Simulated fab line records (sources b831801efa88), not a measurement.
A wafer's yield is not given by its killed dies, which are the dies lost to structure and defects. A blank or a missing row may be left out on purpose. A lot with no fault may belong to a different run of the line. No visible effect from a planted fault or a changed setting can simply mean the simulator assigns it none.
A lot that was struck, set against a sound lot ; flow sfq line ; 42 steps out of a route of 325
Sound: the wafers L887.1, L887.3, L887.5. Struck: wafer L897.5 (left out: L897.3, L897.4 of the same lot, which were not struck); the cause appears at the end.
At each step with rows: each side's tool, then ch and its chambers, then its first start. Under that, the readings that differ: sound wafers ; struck wafers ; difference of the means ; sigmas: that difference in standard deviations of wafers without a fault.
alike: readings with means less than 2 such deviations apart, plus words and numbers identical on both sides. not compared: withheld readings, readings lacking a value on some wafer, bounds such as >300 that could conceal the same value, and numbers that have no deviation in the record and whose values overlap.
A row with sigmas, a row that says differs or no value, or rows on one side alone: a step with any of these is where the two part. When numbers do not overlap yet have no deviation, they are printed without sigmas and do not part them. A reading that every wafer of one side lacks parts them only if that side has two wafers or more.

first, 6 steps without rows for these wafers: SFQ_TRILAYER_M4_LITHO_COAT_098 (resist thk 62 nm); SFQ_TRILAYER_M4_LITHO_COAT_093 (resist thk 600 nm); SFQ_TRILAYER_M4_LITHO_SOFTBAKE_097; SFQ_TRILAYER_M4_LITHO_EXPOSE_094 (exposes mask M4, target cd 500 nm); SFQ_TRILAYER_M4_LITHO_PEB_096 (peb time 60 s); SFQ_TRILAYER_M4_LITHO_DEVELOP_095 (time 60 s).
SFQ_M4_OVL_MEAS_926:
  sound on overlay-02 at day 34 08:54; struck on overlay-02 at day 36 14:14
  alike: M4_OVL
then, 1 step without rows for these wafers: SFQ_TRILAYER_M4_BARC_OPEN_METAL_ETCH_123 (etches BARC in O2, target depth 125 nm, time 41.7 s).
SFQ_TRILAYER_M4_ETCH_METAL_ETCH_096: etches Nb in Cl2/Ar, stops on SiO2, target depth 240 nm, time 120 s.
  sound on rie metal-01 ch 1, day 34 09:00; struck on rie metal-04 ch 1, day 36 14:21
  alike: bias w, drypump motor current A, oes product au
  not compared: rf hours counter h
then, 2 steps without rows for these wafers: SFQ_TRILAYER_M4_STRIP_STRIP_097 (strips in O2); SFQ_TRILAYER_M4_STRIP_SOLV_CLEAN_098 (cleans in NMP, time 600 s).
SFQ_TRILAYER_I4_DEP_PECVD_099: deposits SiO2 from SiH4/N2O, time 111.11 s, target thk 500 nm.
  sound on pecvd-01 ch 0, day 34 09:55; struck on pecvd-03 ch 0, day 36 15:13
  alike: heater power w, throttle valve pct
SFQ_TRILAYER_I4_CMP_CMP_100: polishes SiO2.
  sound on cmp-01 ch 1,2, day 36 04:24; struck on cmp-02 ch 2, day 38 14:05
reading;sound;struck;difference;sigmas
time to endpoint s (s);205 223 215;267;+53;+6
model.SiO2_of_TRILAYER_I4_DEP_PECVD_099.thk nm (nm);199.8 203.1 200.7;151.6;-49.6;
  alike: motor current A
SFQ_I4_BOW_MEAS_927:
  sound on film metro-04 at day 36 06:54; struck on film metro-04 at day 38 14:37
  alike: I4_BOW
SFQ_TRILAYER_I4_METRO_MEASURE_101:
  sound on film metro-04 at day 36 07:01; struck on film metro-04 at day 38 15:06
reading;sound;struck;difference;sigmas
thk nm (nm);199.7 203.0 200.6;151.5;-49.6;-35
then, 6 steps without rows for these wafers: SFQ_TRILAYER_I4_VIA_LITHO_COAT_108 (resist thk 62 nm); SFQ_TRILAYER_I4_VIA_LITHO_COAT_103 (resist thk 650 nm); SFQ_TRILAYER_I4_VIA_LITHO_SOFTBAKE_107; SFQ_TRILAYER_I4_VIA_LITHO_EXPOSE_104 (exposes mask I4, target cd 700 nm); SFQ_TRILAYER_I4_VIA_LITHO_PEB_106 (peb time 60 s); SFQ_TRILAYER_I4_VIA_LITHO_DEVELOP_105 (time 60 s).
-- the record jumps here: 4 days lie between the struck wafers' starts before and after --
SFQ_I4_OVL_MEAS_928:
  sound on overlay-01 at day 39 23:10; struck on overlay-01 at day 42 14:38
  alike: I4_OVL
then, 1 step without rows for these wafers: SFQ_TRILAYER_I4_VIA_BARC_OPEN_VIA_ETCH_146 (etches BARC in O2, target depth 125 nm, time 41.7 s).
SFQ_TRILAYER_I4_VIA_ETCH_VIA_ETCH_106: etches SiO2 in CHF3, stops on Nb, target depth 260 nm.
  sound on rie diel-02 ch 0,3, day 39 23:15; struck on rie diel-04 ch 0, day 42 14:43
reading;sound;struck;difference;sigmas
oes product au (a.u.);0.862 0.856 0.845;0.746;-0.108;-20
model.I4.feature depth nm (nm);199.8 203.1 200.7;151.6;-49.6;
model.etch.depth nm (nm);199.8 203.1 200.7;151.6;-49.6;
  alike: bias w, drypump motor current A
then, 6 steps without rows for these wafers: SFQ_TRILAYER_I4_VIA_STRIP_STRIP_107 (strips in O2); SFQ_TRILAYER_I4_VIA_STRIP_SOLV_CLEAN_108 (cleans in NMP, time 600 s); SFQ_TRILAYER_JJ_TRILAYER_DEP_PRE_CLEAN_113 (time 22.5 s); SFQ_TRILAYER_JJ_TRILAYER_DEP_SPUTTER_109 (material Nb, target thk 150 nm, time 100 s); SFQ_TRILAYER_JJ_TRILAYER_DEP_SPUTTER_110 (material Al, target thk 8 nm, time 10 s); SFQ_TRILAYER_JJ_TRILAYER_DEP_AL_OXIDATION_111 (oxidation time 600 s).
SFQ_TRILAYER_JJ_TRILAYER_DEP_SPUTTER_112: material Nb, target thk 170 nm, time 113.3 s.
  sound on pvd sputter-03 at day 40 01:24; struck on pvd sputter-03 at day 42 16:43
  alike: throttle valve pct
SFQ_JJ_RS_MEAS_929: measures by four-point-probe.
  sound on film metro-02 at day 40 01:29; struck on film metro-02 at day 42 16:50
  alike: JJ_NB_RS
then, 6 steps without rows for these wafers: SFQ_TRILAYER_JJ_CE_LITHO_COAT_119 (resist thk 62 nm); SFQ_TRILAYER_JJ_CE_LITHO_COAT_114 (resist thk 600 nm); SFQ_TRILAYER_JJ_CE_LITHO_SOFTBAKE_118; SFQ_TRILAYER_JJ_CE_LITHO_EXPOSE_115 (exposes mask J5, target cd 700 nm); SFQ_TRILAYER_JJ_CE_LITHO_PEB_117 (peb time 60 s); SFQ_TRILAYER_JJ_CE_LITHO_DEVELOP_116 (time 60 s).
SFQ_JJ_OVL_MEAS_931:
  sound on overlay-02 at day 41 09:25; struck on overlay-02 at day 44 10:28
reading;sound;struck;difference;sigmas
J5_OVL (nm);-7 -9 -8;3;+11;+2
SFQ_TRILAYER_JJ_CE_METRO_MEASURE_117:
  sound on cd sem-02 at day 41 09:27; struck on cd sem-02 at day 44 10:53
  alike: cd nm
SFQ_TRILAYER_JJ_CE_BARC_OPEN_RIE_150: chemistry O2, target BARC, target depth 240 nm, time 80 s.
  sound on rie metal-04 ch 0, day 41 10:39; struck on rie metal-02 ch 1, day 44 11:43
reading;sound;struck;difference;sigmas
oes product au (a.u.);0.537 0.537 0.534;0.547;+0.011;+2
  alike: bias w, drypump motor current A
  not compared: rf hours counter h
-- the record jumps here: 4 days lie between the struck wafers' starts before and after --
SFQ_TRILAYER_M5_ETCH_METAL_ETCH_126: etches Nb in Cl2/BCl3, stops on SiO2, time 203.2 s, target depth 265 nm.
  sound on rie metal-01 ch 0, day 46 07:06; struck on rie metal-01 ch 1, day 48 23:22
reading;sound;struck;difference;sigmas
model.SiO2_of_TRILAYER_I4_DEP_PECVD_099.thk nm (nm);180 183.5 181;132.1;-49.4;
  alike: bias w, drypump motor current A, oes product au
  not compared: rf hours counter h

## WHERE THEY PART
Earliest at SFQ_TRILAYER_I4_CMP_CMP_100; latest, in this record, at SFQ_TRILAYER_JJ_CE_BARC_OPEN_RIE_150. Later steps at which nothing parts them and some readings are alike: SFQ_TRILAYER_M5_ETCH_METAL_ETCH_126.

WHY: whatever the simulator had introduced
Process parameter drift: cmp-02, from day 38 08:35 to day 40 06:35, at SFQ_TRILAYER_I4_CMP_CMP_100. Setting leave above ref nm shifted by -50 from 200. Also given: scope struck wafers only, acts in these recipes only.
